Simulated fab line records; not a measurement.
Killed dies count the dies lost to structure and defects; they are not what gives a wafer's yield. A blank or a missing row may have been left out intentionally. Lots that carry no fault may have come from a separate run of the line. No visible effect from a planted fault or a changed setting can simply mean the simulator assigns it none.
A struck lot beside a sound one | flow sky130 | 17 out of 708 route steps
Sound: the wafers L146.3, L146.4, L146.6. Wafers struck: L151.1, L151.2, L151.3. The cause is named last.
At each step with rows: each side's tool, then ch and its chambers, then its first start. Under that, the readings that differ: sound wafers | struck wafers | difference of the means | sigmas: that difference in standard deviations of wafers without a fault.
alike: readings with means less than 2 such deviations apart, plus words and numbers identical on both sides. not compared: withheld readings, readings lacking a value on some wafer, bounds such as >300 that could conceal the same value, and numbers that have no deviation in the record and whose values overlap.
The two part at a step that has a row with sigmas, a row that says differs or no value, or rows on one side only. Non-overlapping numbers with no deviation appear without sigmas and do not part them. A reading that every wafer of one side lacks parts them only if that side has two wafers or more.

first, 2 steps without rows for these wafers: SKY_NWELL_IMPLANT_12; SKY_NWELL_IMPLANT_13.
SKY_NWELL_STRIP_14: strips in O2/N2.
  sound on plasma-asher-03 ch 0,1, day 6 06:51; struck on plasma-asher-03 ch 0,1, day 7 08:35
  alike: drypump-motor-current-A, n2-flow-sccm, oes-product-au, strip-time-to-endpoint-s
  not compared: rf-hours-counter-h
SKY_NWELL_TW_MEAS_15:
  struck on film-metro-04, day 7 08:41; sound on film-metro-01, day 6 06:56
  alike: NWELL_TW
then, 7 steps without rows for these wafers: SKY_NWELL_DEHYDRATE_16 (time 60 s); SKY_NWELL_HMDS_17 (prime time 60 s); SKY_NWELL_COAT_18 (resist thk 3000 nm); SKY_NWELL_SOFTBAKE_19; SKY_NWELL_EXPOSE_20 (exposes mask NWM COMPLEMENT, target cd 840 nm); SKY_NWELL_PEB_21; SKY_NWELL_DEVELOP_22 (develop time 60 s).
SKY_NWELL_OVL_MEAS_23:
  struck on overlay-02, day 8 04:47; sound on overlay-02, day 7 02:16
  alike: NWELL_01_OVL
SKY_NWELL_IMPLANT_24:
  sound on implanter-03 ch 0, day 7 02:20; struck on implanter-04 ch 0, day 8 04:49
  reading            | sound                        | struck                           | difference  | sigmas
  dose-ions-cm2      | 9.199e+12 9.199e+12 9.19e+12 | 1.0426e+13 1.0417e+13 1.0421e+13 | +1.2253e+12 | +99 or more
  faraday-current-uA | 52.8 53.6 52.7               | 61.0 59.4 58.7                   | +6.7        | +6
SKY_NWELL_STRIP_25: strips in O2/N2.
  sound on plasma-asher-02 ch 0,1, day 7 02:28; struck on plasma-asher-01 ch 0,1, day 8 04:58
  alike: drypump-motor-current-A, n2-flow-sccm, oes-product-au, strip-time-to-endpoint-s
  not compared: rf-hours-counter-h
SKY_NWELL_TW_MEAS_26:
  struck on film-metro-04, day 8 05:04; sound on film-metro-02, day 7 02:34
  reading    | sound             | struck            | difference | sigmas
  NWELL_2_TW | 503.4 500.8 502.6 | 514.7 514.1 515.4 | +12.5      | +4
then, 1 step without rows for these wafers: SKY_NWELL_CLEAN_27 (cleans in SC1/SC2, time 150 s).
-- the record jumps here: 41 days lie between the struck wafers' starts before and after (it left off in module NWELL and takes up again in module PAD_OPEN, whose first step shown is number 708 of the route) --
SKY_PAD_OPEN_PROBE_99:
  struck on prober-01, day 49 09:13; sound on prober-02, day 48 09:49
  reading                                    | sound                       | struck                        | difference | sigmas
  model.etest.pfet_16v.r-on-ohm-um           | 1.5e+04 1.509e+04 1.497e+04 | 1.414e+04 1.454e+04 1.415e+04 | -7.433e+02 |
  model.etest.res-pwell-under-gate.rs-ohm-sq | 2289 2288 2282              | 2117 2116 2125                | -167       |
  model.etest.res-nwell.width-nm (nm)        | 838.4 838.4 836             | 827.3 835.9 826               | -7.9       |
  model.etest.pfet_16v.drive-ua-um           | 242.5 243 244.1             | 255.3 254.6 258               | +12.8      |
  model.etest.field-n.vt-v (V)               | 35.2 35.44 35.23            | 38.17 39.09 37.95             | +3.11      |
  alike: killed_at_M0_to_M3, killed_at_M4_up, killed-at-contacts, killed-at-front-end, killed-at-other, killed-dies, killed-open, killed-short

WHERE THEY PART
At SKY_NWELL_IMPLANT_24 first; at SKY_NWELL_TW_MEAS_26 last (within this record only). Later steps at which nothing parts them and some readings are alike: SKY_PAD_OPEN_PROBE_99.

WHY: the cause the simulator had injected
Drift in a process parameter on implanter-04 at SKY_NWELL_IMPLANT_24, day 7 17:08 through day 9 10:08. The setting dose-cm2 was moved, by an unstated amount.
